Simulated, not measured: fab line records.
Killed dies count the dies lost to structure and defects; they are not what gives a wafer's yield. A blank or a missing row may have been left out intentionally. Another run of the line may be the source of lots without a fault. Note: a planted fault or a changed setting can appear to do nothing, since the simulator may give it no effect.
Comparing a struck lot with a sound one || flow gf180mcu || 14 out of 602 route steps
Sound: the wafers L225.2, L225.3, L225.4. Wafers L219.4, L219.5, L219.6 were the ones struck. Last of all comes the cause.
Order at every step that has rows: each side's tool, ch and its chambers, its first start. Under that, the readings that differ: sound wafers || struck wafers || difference of the means || sigmas: that difference in standard deviations of wafers without a fault.
alike: a reading whose means differ by less than 2 such deviations, as well as words and numbers matching on both sides. not compared: withheld readings; readings where some wafer has no value; bounds like >300 that might hide an equal value; numbers whose values overlap and for which the record gives no deviation.
The two part at a step that has a row with sigmas, a row that says differs or no value, or rows on one side only. When numbers do not overlap yet have no deviation, they are printed without sigmas and do not part them. A reading that every wafer of one side lacks parts them only if that side has two wafers or more.

first, 2 steps without rows for these wafers: GF_MIM_PEB_17; GF_MIM_DEVELOP_18 (develop time 60 s).
GF_MIM_METAL_ETCH_19: etches the open film in Cl2/BCl3, stops on Si3N4, target depth 324.5 nm, time 54.1 s.
  sound on rie_metal-03 ch 0,1, day 30 15:40; struck on rie_metal-04 ch 0,1, day 28 21:23
{"reading": "oes_product_au (a.u.)", "sound": "0.948 0.959 0.945", "struck": "0.933 0.932 0.942", "difference": -0.015, "sigmas": -2}
  alike: drypump_motor_current_A, throttle_valve_pct
  not compared: rf_hours_counter_h
GF_MIM_STRIP_20: strips in O2/N2.
  sound on plasma_asher-01 ch 0,1, day 30 15:44; struck on plasma_asher-03 ch 0,1, day 28 21:28
  alike: drypump_motor_current_A, heater_power_w, n2_flow_sccm, oes_product_au, platen_temp_c, strip_time_to_endpoint_s
  not compared: rf_hours_counter_h
then, 8 steps without rows for these wafers: GF_MIM_STRIP_21 (strips in post etch residue remover, time 1200 s); GF_MIM_CLEAN_22 (cleans in DIW); GF_M5_DEHYDRATE_00 (time 60 s); GF_M5_HMDS_01 (prime time 60 s); GF_M5_COAT_02 (resist thk 1000 nm); GF_M5_SOFTBAKE_03 (time 60 s); GF_M5_EXPOSE_04 (exposes mask Metal5, target cd 280 nm); GF_M5_PEB_05 (peb time 90 s).
GF_M5_DEVELOP_06: develop time 60 s.
  struck on litho_track-01, day 29 17:14; sound on litho_track-04 ch 0, day 31 09:50
  no value came back on the struck wafers for chill_plate_temp_C (C), develop_time_s (s), exhaust_pa (Pa), resist_line_temp_C (C); on the sound wafers chill_plate_temp_C (C) reads 22.98 23.09 22.89
{"reading": "model.KrF_of_M5_COAT_02.thk_nm (nm)", "sound": "990.7 991.4 991.7", "struck": "1004 1003 1003", "difference": "+12", "sigmas": ""}
GF_M5_CD_MEAS_07 targets a cd of 280 nm.
  sound: cd_sem-01 at day 31 09:59; struck: cd_sem-02 at day 29 17:22
{"reading": "cd_nm (nm)", "sound": "278.7 279.6 279.7", "struck": "- - -", "difference": "no value on the struck wafers", "sigmas": ""}

== WHERE THEY PART ==
At GF_MIM_METAL_ETCH_19 first; at GF_M5_CD_MEAS_07 last (within this record only).

WHY: what had been put in by the simulator
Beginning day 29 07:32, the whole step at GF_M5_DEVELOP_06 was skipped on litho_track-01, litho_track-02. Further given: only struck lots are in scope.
